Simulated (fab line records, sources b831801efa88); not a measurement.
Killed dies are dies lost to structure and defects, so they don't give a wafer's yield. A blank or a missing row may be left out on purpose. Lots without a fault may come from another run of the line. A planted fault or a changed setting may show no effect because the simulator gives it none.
Which tool did it? | flow gf180mcu | 24 lots, 72 wafers sampled, at 4 steps of a route of 602

WHAT THE GAUGES READ, wafer by wafer
GF_V4_THK_MEAS_01. Usual: V4_CVD_00_THK 602 nm, standard deviation 7.9.
lot  | measured     | on            | V4_CVD_00_THK (nm) | flag
L074 | day 23 09:58 | film_metro-03 | 617 602 618        |
L075 | day 23 19:29 | film_metro-01 | 604 619 614        |
L076 | day 24 09:25 | film_metro-03 | 615 615 604        |
L077 | day 24 13:07 | film_metro-04 | 597 609 593        |
L078 | day 25 03:50 | film_metro-03 | 611 601 609        |
L079 | day 25 12:49 | film_metro-04 | 601 596 619        |
L080 | day 25 21:55 | film_metro-01 | 607 592 603        |
L081 | day 26 02:55 | film_metro-04 | 617 616 611        |
L082 | day 26 05:37 | film_metro-04 | 608 611 611        |
L083 | day 26 18:49 | film_metro-04 | 610 611 608        |
L084 | day 26 23:33 | film_metro-04 | 594 593 595        |
L085 | day 27 03:10 | film_metro-01 | 605 593 613        |
L086 | day 27 19:52 | film_metro-01 | 609 597 603        |
L087 | day 27 22:41 | film_metro-04 | 593 596 596        |
L088 | day 28 03:40 | film_metro-01 | 602 602 603        |
L089 | day 28 10:22 | film_metro-04 | 612 614 602        |
L090 | day 28 19:19 | film_metro-03 | 598 603 592        |
L091 | day 28 22:42 | film_metro-04 | 602 609 596        |
L092 | day 29 19:22 | film_metro-04 | 613 610 613        |
L093 | day 29 12:32 | film_metro-04 | 603 614 606        |
L094 | day 29 22:23 | film_metro-04 | 606 604 599        |
L095 | day 30 01:43 | film_metro-01 | 603 602 607        |
L096 | day 30 04:43 | film_metro-03 | 602 588 597        |
L097 | day 30 14:50 | film_metro-03 | 597 596 592        |

WHICH TOOL RAN EACH LOT (tool, then ch and the chambers of the sampled wafers, then the start)
lot  | GF_V1_CVD_23                  | GF_M2_SPUTTER_00             | GF_V2_STRIP_18
L074 | cvd_w-01 ch 1, day 18 02:07   | pvd_sputter-03, day 18 02:56 | plasma_asher-03 ch 0,1, day 20 05:26
L075 | cvd_w-02 ch 0,1, day 18 12:20 | pvd_sputter-03, day 18 13:29 | plasma_asher-02 ch 1, day 20 15:49
L076 | cvd_w-02 ch 0,1, day 19 03:38 | pvd_sputter-04, day 19 04:13 | plasma_asher-01 ch 1, day 21 07:04
L077 | cvd_w-01 ch 0,1, day 19 06:38 | pvd_sputter-04, day 19 07:14 | plasma_asher-03 ch 0,1, day 21 10:37
L078 | cvd_w-01 ch 0,1, day 19 22:36 | pvd_sputter-04, day 19 23:10 | plasma_asher-03 ch 0,1, day 22 02:07
L079 | cvd_w-02 ch 0,1, day 20 10:14 | pvd_sputter-03, day 20 10:49 | plasma_asher-03 ch 0,1, day 22 12:32
L080 | cvd_w-01 ch 0,1, day 20 20:34 | pvd_sputter-03, day 20 21:10 | plasma_asher-02 ch 0,1, day 22 22:07
L081 | cvd_w-02 ch 0,1, day 21 02:01 | pvd_sputter-03, day 21 02:34 | plasma_asher-02 ch 0,1, day 23 03:37
L082 | cvd_w-02 ch 0,1, day 21 07:14 | pvd_sputter-03, day 21 07:50 | plasma_asher-03 ch 0,1, day 23 08:04
L083 | cvd_w-02 ch 0,1, day 21 18:55 | pvd_sputter-03, day 21 19:29 | plasma_asher-03 ch 0,1, day 23 20:04
L084 | cvd_w-02 ch 0,1, day 22 01:10 | pvd_sputter-01, day 22 01:43 | plasma_asher-02 ch 0,1, day 24 01:49
L085 | cvd_w-02 ch 0,1, day 22 06:14 | pvd_sputter-03, day 22 06:50 | plasma_asher-02 ch 0,1, day 24 06:35
L086 | cvd_w-02 ch 0,1, day 22 22:59 | pvd_sputter-01, day 22 23:34 | plasma_asher-02 ch 0,1, day 24 22:46
L087 | cvd_w-01 ch 0,1, day 23 03:44 | pvd_sputter-03, day 23 04:20 | plasma_asher-02 ch 1, day 25 02:58
L088 | cvd_w-02 ch 0,1, day 23 10:31 | pvd_sputter-04, day 23 11:07 | plasma_asher-03 ch 0,1, day 25 09:10
L089 | cvd_w-01 ch 0,1, day 23 17:23 | pvd_sputter-01, day 23 17:56 | plasma_asher-01 ch 0,1, day 25 16:37
L090 | cvd_w-02 ch 0,1, day 24 01:58 | pvd_sputter-01, day 24 02:34 | plasma_asher-01 ch 0,1, day 26 01:11
L091 | cvd_w-02 ch 1, day 24 07:47   | pvd_sputter-04, day 24 08:22 | plasma_asher-03 ch 0,1, day 26 05:44
L092 | cvd_w-02 ch 0,1, day 24 16:25 | pvd_sputter-04, day 24 17:01 | plasma_asher-01 ch 0,1, day 26 13:43
L093 | cvd_w-01 ch 0,1, day 24 23:57 | pvd_sputter-01, day 25 00:32 | plasma_asher-03 ch 0,1, day 26 21:13
L094 | cvd_w-01 ch 0,1, day 25 10:33 | pvd_sputter-04, day 25 11:07 | plasma_asher-02 ch 0,1, day 27 06:45
L095 | cvd_w-01 ch 0,1, day 25 13:57 | pvd_sputter-01, day 25 14:32 | plasma_asher-03 ch 0,1, day 27 10:46
L096 | cvd_w-01 ch 0,1, day 25 17:37 | pvd_sputter-04, day 25 18:13 | plasma_asher-03 ch 0, day 27 13:01
L097 | cvd_w-01 ch 0,1, day 26 05:26 | pvd_sputter-03, day 26 05:59 | plasma_asher-03 ch 0,1, day 28 00:31
- GF_V1_CVD_23: deposits W, target thk 350 nm, time 105.05 s.
- GF_M2_SPUTTER_00: material Ti, target thk 37.5 nm, time 150 s.
- GF_V2_STRIP_18: strips in O2/N2.

WHAT THE TOOLS THEMSELVES READ (means of the sampled wafers that have a number; where no wafer has one, the mark that the record gives instead)
GF_V1_CVD_23. Usual: heater_power_w 939 W, standard deviation 130.
lot  | tool     | heater_power_w (W) | flag
L074 | cvd_w-01 | 1033               |
L075 | cvd_w-02 | 903                |
L076 | cvd_w-02 | 827                |
L077 | cvd_w-01 | 1028               |
L078 | cvd_w-01 | 1033               |
L079 | cvd_w-02 | 912                |
L080 | cvd_w-01 | 1009               |
L081 | cvd_w-02 | 818                |
L082 | cvd_w-02 | 823                |
L083 | cvd_w-02 | 817                |
L084 | cvd_w-02 | 905                |
L085 | cvd_w-02 | 914                |
L086 | cvd_w-02 | 918                |
L087 | cvd_w-01 | 1039               |
L088 | cvd_w-02 | 910                |
L089 | cvd_w-01 | 1026               |
L090 | cvd_w-02 | 909                |
L091 | cvd_w-02 | 727                |
L092 | cvd_w-02 | 901                |
L093 | cvd_w-01 | 1013               |
L094 | cvd_w-01 | 1042               |
L095 | cvd_w-01 | 1036               |
L096 | cvd_w-01 | 1032               |
L097 | cvd_w-01 | 1026               |

GF_M2_SPUTTER_00. Usual: throttle_valve_pct 29.8 %, standard deviation 0.91.
lot  | tool           | throttle_valve_pct (%) | flag
L074 | pvd_sputter-03 | 29.2                   |
L075 | pvd_sputter-03 | 29.8                   |
L076 | pvd_sputter-04 | 29.5                   |
L077 | pvd_sputter-04 | 29.8                   |
L078 | pvd_sputter-04 | 29.9                   |
L079 | pvd_sputter-03 | 28.9                   |
L080 | pvd_sputter-03 | 28.7                   |
L081 | pvd_sputter-03 | 29.5                   |
L082 | pvd_sputter-03 | 29.2                   |
L083 | pvd_sputter-03 | 29.5                   |
L084 | pvd_sputter-01 | 30.1                   |
L085 | pvd_sputter-03 | 29.9                   |
L086 | pvd_sputter-01 | 30.2                   |
L087 | pvd_sputter-03 | 29.5                   |
L088 | pvd_sputter-04 | 30.2                   |
L089 | pvd_sputter-01 | 29.9                   |
L090 | pvd_sputter-01 | 30.7                   |
L091 | pvd_sputter-04 | 30.2                   |
L092 | pvd_sputter-04 | 30.2                   |
L093 | pvd_sputter-01 | 30.7                   |
L094 | pvd_sputter-04 | 29.1                   |
L095 | pvd_sputter-01 | 31.1                   |
L096 | pvd_sputter-04 | 29.4                   |
L097 | pvd_sputter-03 | 29.9                   |

GF_V2_STRIP_18. Usual: drypump_motor_current_A 5.9 A, standard deviation 0.53; heater_power_w 355 W, standard deviation 24; oes_product_au 0.592 a.u., standard deviation 0.0053.
lot  | tool            | drypump_motor_current_A (A) | heater_power_w (W) | oes_product_au (a.u.) | flag
L074 | plasma_asher-03 | 5.6                         | 362                | 0.590                 |
L075 | plasma_asher-02 | 5.7                         | 337                | 0.585                 |
L076 | plasma_asher-01 | 5.8                         | 384                | 0.592                 |
L077 | plasma_asher-03 | 5.6                         | 364                | 0.600                 |
L078 | plasma_asher-03 | 5.9                         | 372                | 0.591                 |
L079 | plasma_asher-03 | 5.6                         | 369                | 0.587                 |
L080 | plasma_asher-02 | 6.4                         | 336                | 0.593                 |
L081 | plasma_asher-02 | 6.4                         | 336                | 0.590                 |
L082 | plasma_asher-03 | 5.9                         | 372                | 0.595                 |
L083 | plasma_asher-03 | 5.9                         | 374                | 0.590                 |
L084 | plasma_asher-02 | 6.4                         | 333                | 0.590                 |
L085 | plasma_asher-02 | 6.1                         | 336                | 0.592                 |
L086 | plasma_asher-02 | 6.0                         | 341                | 0.592                 |
L087 | plasma_asher-02 | 5.7                         | 336                | 0.595                 |
L088 | plasma_asher-03 | 5.9                         | 381                | 0.596                 |
L089 | plasma_asher-01 | 5.4                         | 337                | 0.587                 |
L090 | plasma_asher-01 | 5.4                         | 332                | 0.590                 |
L091 | plasma_asher-03 | 5.7                         | 370                | 0.595                 |
L092 | plasma_asher-01 | 5.5                         | 334                | 0.589                 |
L093 | plasma_asher-03 | 6.0                         | 378                | 0.592                 |
L094 | plasma_asher-02 | 6.0                         | 336                | 0.590                 |
L095 | plasma_asher-03 | 5.9                         | 379                | 0.595                 |
L096 | plasma_asher-03 | 6.2                         | 385                | 0.591                 |
L097 | plasma_asher-03 | 5.9                         | 379                | 0.592                 |

THE ANSWER, worked out from the rows above alone
Rule: a lot is off if the mean of its wafers that have a number lies more than 3 standard deviations from the usual mean. A lot without any number at a reading at which 4 lots or more have one is off too. The other lots that the step has rows for count as sound. The gauges are gone through in route order, then the tools' own readings, and for those a lot's mean is taken as printed above. The first step at which some lot is off is used, and at that step the reading that is off furthest; a lot without a number counts as furthest.
No lot is off at any reading shown: from this, nothing can be told.

WHAT THE SIMULATOR HAD PUT IN
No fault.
